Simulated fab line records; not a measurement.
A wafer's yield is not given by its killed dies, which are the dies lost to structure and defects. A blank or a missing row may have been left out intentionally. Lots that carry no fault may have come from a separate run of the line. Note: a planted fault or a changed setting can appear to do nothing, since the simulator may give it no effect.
fab line records    flow sky130
record lots=6  wafers=18  last_day=50
route steps=708 shown VT_ADJUST_LVTN@104 PAD_OPEN@708
lots that met no fault: taken from a fault-free run of the same line
start_h: hours from the record's first day to the start of the lot's first wafer shown    wait_h: hours since the lot's step before    " repeats the value in the row above    L1.1+2: several wafers, shown together as one row    - no value, or no start given    * or withheld: withheld    < > ~ a bound
route shown NAME@n: NAME is a module with steps in the file, n the number in the route of the first one    usual: mean/standard deviation taken from wafers without a fault    same: alike in all rows    chamber/n: place in a boat    sites: readings site by site    _std_site: the standard deviation of these    _edge_site: inner sites' mean taken away from outer sites' mean    radius_mm: how far each site lies from the wafer's centre    mask NAME#n: copy n    behind: the last tool/chamber to shape the wafer    hold: why the lot was held/for how many hours/how that ended    device: the n, p or np transistor that did not switch    end of line: tests of these same wafers at the route's end    where a step has no rows: the recipe by itself    killed: the dies lost at the first sort to structure and to defects; this is not the yield of the wafer    map: dies across one wafer; x = killed, . = not, _ = none there
set.NAME: the setting that was run; set.NAME@STEP: the one run at that earlier step    model.NAME: the simulator's own value behind a step, which no gauge read
lots seen at some steps along the route; tables by step, rows by wafer
services: when a tool's chamber went out of use (start_h, in hours from the record's first day, below 0 if earlier), for how many hours, and the reason
## steps
# step SKY_VT_ADJUST_LVTN_OVL_MEAS_07
# usual VT_ADJUST_LVTN_OVL=-1.5/1.4
lot.wafer  tool        chamber  start_h  wait_h  VT_ADJUST_LVTN_OVL[nm]
L324.1     overlay-02  -        184.11   -       -2.2
L324.2     "           -        "        "       0.6
L324.4     "           -        "        "       -1.0
L326.1     overlay-01  -        188.42   -       -0.5
L326.3     "           -        "        "       -0.7
L326.5     "           -        "        "       -0.6
L337.1     overlay-01  -        253.57   -       -0.9
L337.5     "           -        "        "       0.8
L337.6     "           -        "        "       -0.7
L338.2     overlay-01  -        269.07   -       -0.7
L338.3     "           -        "        "       -2.9
L338.6     "           -        "        "       -1.7
L341.2     overlay-02  -        288.97   -       -2.3
L341.4     "           -        "        "       -2.3
L341.6     "           -        "        "       1.1
L342.1     overlay-02  -        294.82   -       -2.4
L342.4     "           -        "        "       -2.1
L342.6     "           -        "        "       -2.5
# step SKY_VT_ADJUST_LVTN_IMPLANT_08
# recipe species=B  energy_kev=30  dose_cm2=1.57e+12  tilt_deg=withheld
# step SKY_VT_ADJUST_LVTN_STRIP_09
# recipe chemistry=O2/N2  power_w=1400  pressure_mtorr=1500  platen_temp_c=withheld  o2_flow_sccm=3000  n2_flow_sccm=300  overash_fraction=0.5
# usual drypump_motor_current_A=5.8/0.51  oes_product_au=0.722/0.0047  strip_time_to_endpoint_s=36.99/0.11
lot.wafer  tool             chamber  start_h  wait_h  drypump_motor_current_A  oes_product_au  rf_hours_counter_h  strip_time_to_endpoint_s
L324.1     plasma_asher-04  1        184.30   0.1     5.4                      0.720           36                  37.01
L324.2     "                0        "        "       6.6                      0.723           36                  37.03
L324.4     "                0        "        "       6.6                      0.719           -                   37.00
L326.1     plasma_asher-02  0        188.61   0.1     5.7                      0.726           50                  37.01
L326.3     "                0        "        "       5.7                      0.717           -                   36.86
L326.5     "                0        "        "       5.7                      0.723           -                   36.83
L337.1     plasma_asher-01  1        253.76   0.1     5.0                      0.728           58                  36.84
L337.5     "                0        "        "       5.7                      0.726           -                   36.91
L337.6     "                1        "        "       5.0                      0.720           -                   36.92
L338.2     plasma_asher-02  1        269.25   0.1     5.7                      0.726           59                  37.18
L338.3     "                0        "        "       5.7                      0.728           -                   37.16
L338.6     "                1        "        "       5.8                      0.722           -                   37.02
L341.2     plasma_asher-04  0        289.15   0.1     6.6                      0.720           47                  36.81
L341.4     "                1        "        "       5.4                      0.730           -                   36.94
L341.6     "                0        "        "       6.6                      0.721           -                   36.84
L342.1     plasma_asher-01  1        295.01   0.1     4.9                      0.728           62                  36.95
L342.4     "                0        "        "       5.7                      0.716           -                   36.90
L342.6     "                0        "        "       5.7                      0.721           -                   36.96
# step SKY_VT_ADJUST_LVTN_TW_MEAS_10
# usual VT_ADJUST_LVTN_TW=239.7/2.1
lot.wafer  tool           chamber  start_h  wait_h  VT_ADJUST_LVTN_TW
L324.1     film_metro-01  -        184.40   0.1     238.7
L324.2     "              -        "        "       239.7
L324.4     "              -        "        "       238.7
L326.1     film_metro-02  -        188.71   0.1     241.8
L326.3     "              -        "        "       242.2
L326.5     "              -        "        "       243.3
L337.1     film_metro-02  -        253.86   0.1     241.0
L337.5     "              -        "        "       241.2
L337.6     "              -        "        "       240.6
L338.2     film_metro-01  -        269.36   0.1     237.8
L338.3     "              -        "        "       238.5
L338.6     "              -        "        "       238.2
L341.2     film_metro-02  -        289.26   0.1     241.9
L341.4     "              -        "        "       242.2
L341.6     "              -        "        "       242.4
L342.1     film_metro-01  -        295.11   0.1     236.2
L342.4     "              -        "        "       236.2
L342.6     "              -        "        "       236.2
# step SKY_VT_ADJUST_LVTN_DEHYDRATE_11
# recipe temp_c=200  time_s=60
# step SKY_VT_ADJUST_LVTN_HMDS_12
# recipe prime_time_s=60  prime_temp_c=120
# step SKY_VT_ADJUST_LVTN_COAT_13
# recipe resist=NOVOLAK  spin_rpm=3000  resist_thk_nm=1140
# step SKY_VT_ADJUST_LVTN_SOFTBAKE_14
# recipe temp_c=90  time_s=60  resist=NOVOLAK
# step SKY_VT_ADJUST_LVTN_EXPOSE_15
# recipe mask_id=HVN_STD_DERIVED  na=0.6  source_shape=conventional  sigma_outer=0.6  polarization=unpolarized  target_cd_nm=600  dose_mj=163
# step SKY_VT_ADJUST_LVTN_PEB_16
# recipe temp_c=withheld  time_s=*  resist=NOVOLAK
# step SKY_VT_ADJUST_LVTN_DEVELOP_17
# recipe resist=NOVOLAK  developer=TMAH  develop_time_s=60  dev_temp_c=23
# step SKY_VT_ADJUST_LVTN_OVL_MEAS_18
# usual VT_ADJUST_LVTN_01_OVL=0.0/1.5
lot.wafer  tool        chamber  start_h  wait_h  VT_ADJUST_LVTN_01_OVL[nm]
L324.1     overlay-02  -        204.41   0.1     1.2
L324.2     "           -        "        "       0.9
L324.4     "           -        "        "       0.5
L326.1     overlay-01  -        209.46   0.1     2.5
L326.3     "           -        "        "       -0.2
L326.5     "           -        "        "       2.2
L337.1     overlay-02  -        278.36   0.1     2.4
L337.5     "           -        "        "       1.9
L337.6     "           -        "        "       3.2
L338.2     overlay-02  -        294.07   0.1     0.7
L338.3     "           -        "        "       -0.1
L338.6     "           -        "        "       -1.8
L341.2     overlay-02  -        314.87   0.1     -0.8
L341.4     "           -        "        "       -0.6
L341.6     "           -        "        "       -1.7
L342.1     overlay-01  -        319.81   0.1     -0.3
L342.4     "           -        "        "       -3.0
L342.6     "           -        "        "       -3.1
# step SKY_VT_ADJUST_LVTN_IMPLANT_19
# recipe species=B  energy_kev=30  dose_cm2=6.5e+11  tilt_deg=withheld
# usual dose_ions_cm2=6.499e+11/7e+08  end_station_pressure_torr=5.02e-06/2.6e-07  faraday_current_uA=3.65/0.074
lot.wafer  tool          chamber  start_h  wait_h  dose_ions_cm2  end_station_pressure_torr  faraday_current_uA
L324.1     implanter-01  0        204.45   0.0     6.503e+11      5.46e-06                   3.72
L324.2     "             0        "        "       6.49e+11       5.06e-06                   3.61
L324.4     "             0        "        "       6.505e+11      5.3e-06                    3.52
L326.1     implanter-04  0        209.50   0.0     6.497e+11      4.8e-06                    3.73
L326.3     "             0        "        "       6.504e+11      4.94e-06                   3.75
L326.5     "             0        "        "       6.502e+11      5.51e-06                   3.70
L337.1     implanter-01  0        278.40   0.0     3.365e+11      4.72e-06                   1.90
L337.5     "             0        "        "       3.357e+11      5.28e-06                   1.91
L337.6     "             0        "        "       3.369e+11      5.13e-06                   1.90
L338.2     implanter-01  0        294.12   0.0     3.363e+11      4.76e-06                   1.94
L338.3     "             0        "        "       3.36e+11       4.53e-06                   1.86
L338.6     "             0        "        "       3.358e+11      4.92e-06                   1.85
L341.2     implanter-02  0        314.92   0.0     6.501e+11      5.04e-06                   3.64
L341.4     "             0        "        "       6.506e+11      4.93e-06                   3.55
L341.6     "             0        "        "       6.502e+11      4.89e-06                   3.70
L342.1     implanter-04  0        319.85   0.0     6.504e+11      5.41e-06                   3.54
L342.4     "             0        "        "       6.501e+11      4.92e-06                   3.61
L342.6     "             0        "        "       6.503e+11      4.82e-06                   3.65
# step SKY_VT_ADJUST_LVTN_STRIP_20
# recipe chemistry=O2/N2  power_w=1400  pressure_mtorr=1500  platen_temp_c=withheld  o2_flow_sccm=3000  n2_flow_sccm=300  overash_fraction=0.5
# usual drypump_motor_current_A=5.8/0.52  oes_product_au=0.716/0.0044  strip_time_to_endpoint_s=14.19/0.041
lot.wafer  tool             chamber  start_h  wait_h  drypump_motor_current_A  oes_product_au  rf_hours_counter_h  strip_time_to_endpoint_s
L324.1     plasma_asher-02  1        204.60   0.1     5.8                      0.717           52                  14.20
L324.2     "                0        "        "       5.7                      0.717           52                  14.21
L324.4     "                1        "        "       5.8                      0.714           -                   14.24
L326.1     plasma_asher-04  0        209.65   0.1     6.6                      0.707           39                  14.09
L326.3     "                0        "        "       6.6                      0.717           -                   14.12
L326.5     "                0        "        "       6.6                      0.718           -                   14.10
L337.1     plasma_asher-04  1        278.55   0.1     5.4                      0.719           46                  14.25
L337.5     "                0        "        "       6.6                      0.715           -                   14.25
L337.6     "                1        "        "       5.4                      0.714           -                   14.25
L338.2     plasma_asher-02  1        294.25   0.1     5.8                      0.712           61                  14.18
L338.3     "                1        "        "       5.8                      0.713           -                   14.17
L338.6     "                0        "        "       5.7                      0.717           -                   14.16
L341.2     plasma_asher-04  1        315.05   0.1     5.4                      0.715           50                  14.14
L341.4     "                0        "        "       6.6                      0.716           -                   14.16
L341.6     "                0        "        "       6.7                      0.714           -                   14.22
L342.1     plasma_asher-04  0        320.00   0.1     6.7                      0.718           50                  14.24
L342.4     "                0        "        "       6.7                      0.715           -                   14.20
L342.6     "                0        "        "       6.7                      0.712           -                   14.21
# step SKY_VT_ADJUST_LVTN_TW_MEAS_21
# usual VT_ADJUST_LVTN_2_TW=186.2/1.5
lot.wafer  tool           chamber  start_h  wait_h  hold                      VT_ADJUST_LVTN_2_TW
L324.1     film_metro-02  -        204.70   0.1     -                         187.1
L324.2     "              -        "        "       -                         187.7
L324.4     "              -        "        "       -                         187.1
L326.1     film_metro-01  -        209.75   0.1     -                         187.5
L326.3     "              -        "        "       -                         186.7
L326.5     "              -        "        "       -                         185.4
L337.1     film_metro-04  -        278.65   0.1     await_dispo/0.2h/release  155.3
L337.5     "              -        "        "       await_dispo/0.2h/release  155.8
L337.6     "              -        "        "       await_dispo/0.2h/release  155.1
L337.1     film_metro-04  -        278.87   0.2     -                         156.0
L337.5     "              -        "        "       -                         155.6
L337.6     "              -        "        "       -                         156.6
L338.2     film_metro-04  -        294.36   0.1     await_dispo/0.2h/release  155.9
L338.3     "              -        "        "       await_dispo/0.2h/release  156.1
L338.6     "              -        "        "       await_dispo/0.2h/release  156.1
L338.2     film_metro-04  -        294.58   0.2     -                         156.4
L338.3     "              -        "        "       -                         155.9
L338.6     "              -        "        "       -                         155.3
L341.2     film_metro-04  -        315.16   0.1     -                         187.2
L341.4     "              -        "        "       -                         185.2
L341.6     "              -        "        "       -                         185.2
L342.1     film_metro-01  -        320.10   0.1     -                         185.1
L342.4     "              -        "        "       -                         183.9
L342.6     "              -        "        "       -                         184.3
# step SKY_PAD_OPEN_PROBE_99
# usual killed_at_M0_to_M3=43/6.6  killed_at_M4_up=3.0/1.8  killed_at_contacts=24/5.1  killed_at_front_end=16/4.5  killed_at_other=0.3/0.67  killed_dies=86/9.3  killed_on_rim=17/3.8  killed_open=47/6.9  killed_short=39/6.6
# same gross_dies=492  killed_at_back_side=0
lot.wafer  tool       chamber  start_h  wait_h  killed_at_M0_to_M3  killed_at_M4_up  killed_at_contacts  killed_at_front_end  killed_at_other  killed_dies  killed_on_rim  killed_open  killed_short  model.etest.res_pwell_under_gate.rs_ohm_sq  model.etest.tip_n_5v.rs_ohm_sq  model.etest.nfet_g5v0d10v5.body_rise_v  model.etest.nfet_16v.body_rise_v  model.etest.nfet_g5v0d10v5.vt_sat_v  model.etest.nfet_g5v0d10v5.vt_v  model.etest.nfet_16v.vt_v  model.etest.nfet_g5v0d10v5.vt_long_v
L324.1     prober-02  -        1110.58  0.1     48                  2                27                  14                   1                92           21             56           36            2268                                        1389                            0.6894                                  0.6853                            0.786                                0.8465                           0.7926                     0.8382
L324.2     prober-02  -        1110.63  0.1     42                  1                21                  11                   0                75           17             37           38            2274                                        1393                            0.6851                                  0.6804                            0.7784                               0.8396                           0.7858                     0.8325
L324.4     prober-02  -        1110.73  0.2     44                  5                30                  11                   0                90           20             58           32            2263                                        1391                            0.6837                                  0.6853                            0.791                                0.8491                           0.7891                     0.8322
L326.1     prober-01  -        1115.00  0.1     46                  1                23                  14                   1                85           19             51           34            2283                                        1376                            0.6663                                  0.6629                            0.7635                               0.8214                           0.7596                     0.8035
L326.3     prober-01  -        1115.10  0.2     37                  2                17                  15                   0                71           12             41           29            2279                                        1391                            0.6686                                  0.6672                            0.7628                               0.8211                           0.7701                     0.8135
L326.5     prober-01  -        1115.20  0.2     39                  2                29                  19                   0                89           25             48           39            2296                                        1397                            0.6745                                  0.6705                            0.7774                               0.8385                           0.7838                     0.831
L337.1     prober-02  -        1174.98  0.1     38                  1                27                  22                   2                90           23             49           41            2326                                        1344                            0.61                                    0.6063                            0.7023                               0.768                            0.719                      0.7636
L337.5     prober-02  -        1175.18  0.2     48                  5                21                  14                   0                88           16             52           36            2327                                        1353                            0.6129                                  0.6108                            0.7026                               0.7692                           0.7248                     0.77
L337.6     prober-02  -        1175.23  0.2     55                  2                25                  20                   0                102          30             59           42            2338                                        1344                            0.6072                                  0.6034                            0.7184                               0.7829                           0.7274                     0.7736
L338.2     prober-01  -        1188.78  0.1     34                  3                19                  18                   0                74           14             38           36            2338                                        1366                            0.608                                   0.6066                            0.7154                               0.7799                           0.7249                     0.7706
L338.3     prober-01  -        1188.83  0.2     56                  4                29                  18                   0                107          19             61           46            2352                                        1367                            0.6007                                  0.5983                            0.7129                               0.7784                           0.7232                     0.7653
L338.6     prober-01  -        1188.98  0.2     46                  3                33                  17                   0                99           21             54           45            2344                                        1362                            0.6119                                  0.6103                            0.7157                               0.7824                           0.7305                     0.7746
L341.2     prober-01  -        1193.44  0.1     40                  2                23                  15                   1                81           17             50           31            2281                                        1385                            0.6692                                  0.6693                            0.7682                               0.8242                           0.767                      0.8133
L341.4     prober-01  -        1193.54  0.2     51                  4                34                  16                   0                105          18             54           51            2288                                        1382                            0.6748                                  0.6726                            0.7709                               0.8334                           0.7742                     0.8166
L341.6     prober-01  -        1193.64  0.2     44                  3                17                  18                   0                82           15             52           30            2279                                        1380                            0.6721                                  0.6683                            0.7594                               0.8177                           0.7638                     0.8075
L342.1     prober-02  -        1197.90  0.1     49                  2                32                  18                   0                101          15             59           42            2262                                        1399                            0.671                                   0.6678                            0.759                                0.8159                           0.7587                     0.8013
L342.4     prober-02  -        1198.05  0.2     45                  3                28                  16                   0                92           17             38           53            2275                                        1408                            0.6685                                  0.666                             0.7604                               0.8146                           0.7582                     0.7988
L342.6     prober-02  -        1198.15  0.2     35                  0                19                  17                   0                71           11             45           26            2283                                        1396                            0.6663                                  0.6633                            0.7462                               0.8032                           0.7507                     0.7951
# killed by level:class
L324.1 VIA1:geometric_particle:open=18 LOCAL_INTERCONNECT:geometric_particle:short=10 METAL2:geometric_particle:short=8 CONTACT:geometric_particle:open=7 VIA3:geometric_particle:open=7 POLY_GATE:geometric_particle:open=6 LI_CONTACT:geometric_particle:open=6 VIA2:geometric_particle:open=5
L324.2 VIA3:geometric_particle:open=8 CONTACT:geometric_particle:open=7 VIA2:geometric_particle:open=7 CONTACT:geometric_particle:short=6 VIA1:geometric_particle:short=6 METAL1:geometric_particle:short=5 METAL2:geometric_particle:short=5 POLY_GATE:geometric_particle:open=4
L324.4 CONTACT:geometric_particle:open=16 VIA1:geometric_particle:open=11 LI_CONTACT:geometric_particle:open=8 METAL1:geometric_particle:short=6 VIA2:geometric_particle:open=6 VIA1:geometric_particle:short=5 METAL4:geometric_particle:short=5 LOCAL_INTERCONNECT:geometric_particle:short=4
L326.1 VIA2:geometric_particle:open=13 CONTACT:geometric_particle:open=9 METAL2:geometric_particle:short=6 LI_CONTACT:geometric_particle:open=5 VIA1:geometric_particle:open=5 FIELD_ISO:geometric_particle:open=4 CONTACT:geometric_particle:short=4 METAL1:geometric_particle:short=4
L326.3 VIA1:geometric_particle:open=11 VIA2:geometric_particle:open=7 FIELD_ISO:geometric_particle:short=5 CONTACT:geometric_particle:open=5 CONTACT:geometric_particle:short=4 METAL1:geometric_particle:short=4 FIELD_ISO:geometric_particle:open=3 POLY_GATE:geometric_particle:open=3
L326.5 CONTACT:geometric_particle:open=12 METAL2:geometric_particle:short=8 VIA1:geometric_particle:open=8 CONTACT:geometric_particle:short=7 LI_CONTACT:geometric_particle:open=6 VIA3:geometric_particle:open=6 VIA1:geometric_particle:short=5 VIA2:geometric_particle:open=5
L337.1 LI_CONTACT:geometric_particle:open=10 CONTACT:geometric_particle:open=8 FIELD_ISO:geometric_particle:open=7 FIELD_ISO:geometric_particle:short=7 VIA1:geometric_particle:open=7 LOCAL_INTERCONNECT:geometric_particle:short=5 VIA1:geometric_particle:short=5 VIA2:geometric_particle:open=5
L337.5 VIA1:geometric_particle:open=11 VIA3:geometric_particle:open=8 VIA2:geometric_particle:open=8 POLY_GATE:geometric_particle:open=5 LI_CONTACT:geometric_particle:open=5 CONTACT:geometric_particle:open=5 METAL2:geometric_particle:short=5 LOCAL_INTERCONNECT:geometric_particle:short=4
L337.6 VIA1:geometric_particle:open=13 METAL2:geometric_particle:short=12 CONTACT:geometric_particle:open=10 LI_CONTACT:geometric_particle:open=7 VIA2:geometric_particle:open=7 VIA3:geometric_particle:open=6 FIELD_ISO:geometric_particle:open=5 VIA1:geometric_particle:short=5
L338.2 CONTACT:geometric_particle:open=7 VIA1:geometric_particle:open=7 POLY_GATE:geometric_particle:open=6 VIA1:geometric_particle:short=6 CONTACT:geometric_particle:short=5 METAL2:geometric_particle:short=5 LOCAL_INTERCONNECT:geometric_particle:short=4 POLY_GATE:geometric_particle:short=3
L338.3 VIA1:geometric_particle:open=13 VIA2:geometric_particle:open=10 CONTACT:geometric_particle:open=10 VIA3:geometric_particle:open=9 LI_CONTACT:geometric_particle:open=7 LOCAL_INTERCONNECT:geometric_particle:short=6 METAL1:geometric_particle:short=6 VIA1:geometric_particle:short=6
L338.6 VIA1:geometric_particle:open=13 LI_CONTACT:geometric_particle:short=11 CONTACT:geometric_particle:open=11 VIA3:geometric_particle:open=7 METAL1:geometric_particle:short=5 VIA2:geometric_particle:open=5 FIELD_ISO:geometric_particle:open=4 POLY_GATE:geometric_particle:open=4
L341.2 CONTACT:geometric_particle:open=11 VIA3:geometric_particle:open=9 VIA1:geometric_particle:open=7 LI_CONTACT:geometric_particle:open=6 METAL1:geometric_particle:short=5 POLY_GATE:geometric_particle:open=4 METAL2:geometric_particle:short=4 FIELD_ISO:geometric_particle:open=3
L341.4 CONTACT:geometric_particle:open=12 VIA1:geometric_particle:open=10 VIA3:geometric_particle:open=9 VIA3:geometric_particle:short=7 METAL2:geometric_particle:short=7 LI_CONTACT:geometric_particle:open=6 LOCAL_INTERCONNECT:geometric_particle:short=6 CONTACT:geometric_particle:short=6
L341.6 VIA1:geometric_particle:open=15 CONTACT:geometric_particle:open=9 POLY_GATE:geometric_particle:open=6 FIELD_ISO:geometric_particle:open=5 VIA2:geometric_particle:open=5 LI_CONTACT:geometric_particle:open=4 METAL1:geometric_particle:short=4 METAL2:geometric_particle:short=4
L342.1 VIA1:geometric_particle:open=16 LI_CONTACT:geometric_particle:open=12 CONTACT:geometric_particle:open=10 VIA2:geometric_particle:open=7 VIA1:geometric_particle:short=6 METAL1:geometric_particle:short=6 FIELD_ISO:geometric_particle:short=5 LOCAL_INTERCONNECT:geometric_particle:short=5
L342.4 METAL1:geometric_particle:short=12 CONTACT:geometric_particle:open=11 LI_CONTACT:geometric_particle:open=6 VIA2:geometric_particle:open=6 FIELD_ISO:geometric_particle:short=5 CONTACT:geometric_particle:short=5 VIA2:geometric_particle:short=5 FIELD_ISO:geometric_particle:open=4
L342.6 CONTACT:geometric_particle:open=7 POLY_GATE:geometric_particle:short=7 VIA1:geometric_particle:open=7 VIA2:geometric_particle:open=7 VIA3:geometric_particle:open=6 LI_CONTACT:geometric_particle:open=6 METAL2:geometric_particle:short=6 METAL1:geometric_particle:short=4
## services
tool             chamber  start_h  hours  kind
plasma_asher-04  -        160.43   8.6    repair
implanter-04     -        163.33   6.6    repair
implanter-01     -        173.35   1.2    repair
implanter-01     -        178.95   2.5    pm
implanter-02     -        187.09   4.0    repair
implanter-01     -        196.99   2.3    repair
implanter-01     -        197.79   4.5    repair
implanter-02     -        243.47   4.9    pm
implanter-04     -        260.19   10.4   repair
implanter-04     -        273.54   7.1    pm
implanter-02     -        284.78   3.5    repair
## key
first_sign step=SKY_VT_ADJUST_LVTN_IMPLANT_19  reading=dose_ions_cm2  direction=down  sigmas=99+  usual=*  struck=*
effect step=SKY_VT_ADJUST_LVTN_IMPLANT_19  reading=faraday_current_uA  direction=down  sigmas=24  usual=3.65  struck=1.89
effect step=SKY_VT_ADJUST_LVTN_TW_MEAS_21  reading=visit  direction=added
effect step=SKY_VT_ADJUST_LVTN_TW_MEAS_21  reading=VT_ADJUST_LVTN_2_TW  direction=down  sigmas=20  usual=186.2  struck=155.7
model_effect step=SKY_PAD_OPEN_PROBE_99  value=etest.res_pwell_under_gate.rs_ohm_sq  without=2278  struck=2338
met_at SKY_VT_ADJUST_LVTN_IMPLANT_19
struck_wafers L337.1,L337.5,L337.6,L338.2,L338.3,L338.6
tester_left_out L337,L338
onset_between 204.45 278.40
fault kind=process_parameter_drift  tool=implanter-01  chamber=-  onset_h=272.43  steps=SKY_VT_ADJUST_LVTN_IMPLANT_19  channel=dose_cm2  offset=*  shape=step  end_h=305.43  acts_in=*  stated=*
# tester_left_out: of these lots the tester's yield and bins aren't shown, on N5 and GAA mostly nor the transistor test; their killed dies are dies lost to structure and defects alone, not to doping, threshold or leakage, so they don't give the yield
